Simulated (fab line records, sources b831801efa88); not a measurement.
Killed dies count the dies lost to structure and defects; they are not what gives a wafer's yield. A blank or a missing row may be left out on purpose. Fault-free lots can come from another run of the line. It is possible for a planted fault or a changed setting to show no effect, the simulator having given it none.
Which tool was responsible? + flow sky130 + 6 lots, 18 wafers sampled, at 1 step of a route of 708

WHAT THE GAUGES READ, wafer by wafer
SKY_VIA4_OVL_MEAS_11.
| lot  | measured     | on         | VIA4_OVL (nm)  |
|------|--------------|------------|----------------|
| L229 | day 43 10:28 | overlay-02 | 0.5 0.4 3.0    |
| L231 | day 43 16:01 | overlay-01 | -2.6 -2.1 -1.1 |
| L233 | day 44 06:26 | overlay-01 | 0.1 1.6 0.9    |
| L238 | day 45 14:53 | overlay-01 | -0.6 -1.7 -0.3 |
| L245 | day 47 07:01 | overlay-01 | -1.2 -1.3 1.1  |
| L248 | day 48 01:58 | overlay-02 | 3.5 2.4 -0.8   |

WHICH TOOL RAN EACH LOT (tool, then ch and the chambers of the sampled wafers, then the start)
No process step before these readings appears in the record.

THE ANSWER, worked out from the rows above alone
Rule: the usual values come from the lots themselves. The widest of any qualifying gaps counts: lots, ordered by their means at a reading, are off when they make up no more than a third of the lots, leave a main group of 4 or more, and stand apart from it by 3 or more times the standard deviation of that group's means. The tables above print the reading to a certain number of digits; a main group whose means all agree to those digits is not used. Also off: a lot with no number at a reading for which 4 or more lots have one. Where the step has rows for the other lots, those lots are counted as sound.
No lot is off on any of the readings shown, so nothing can be concluded from this.

WHAT THE SIMULATOR HAD INSERTED
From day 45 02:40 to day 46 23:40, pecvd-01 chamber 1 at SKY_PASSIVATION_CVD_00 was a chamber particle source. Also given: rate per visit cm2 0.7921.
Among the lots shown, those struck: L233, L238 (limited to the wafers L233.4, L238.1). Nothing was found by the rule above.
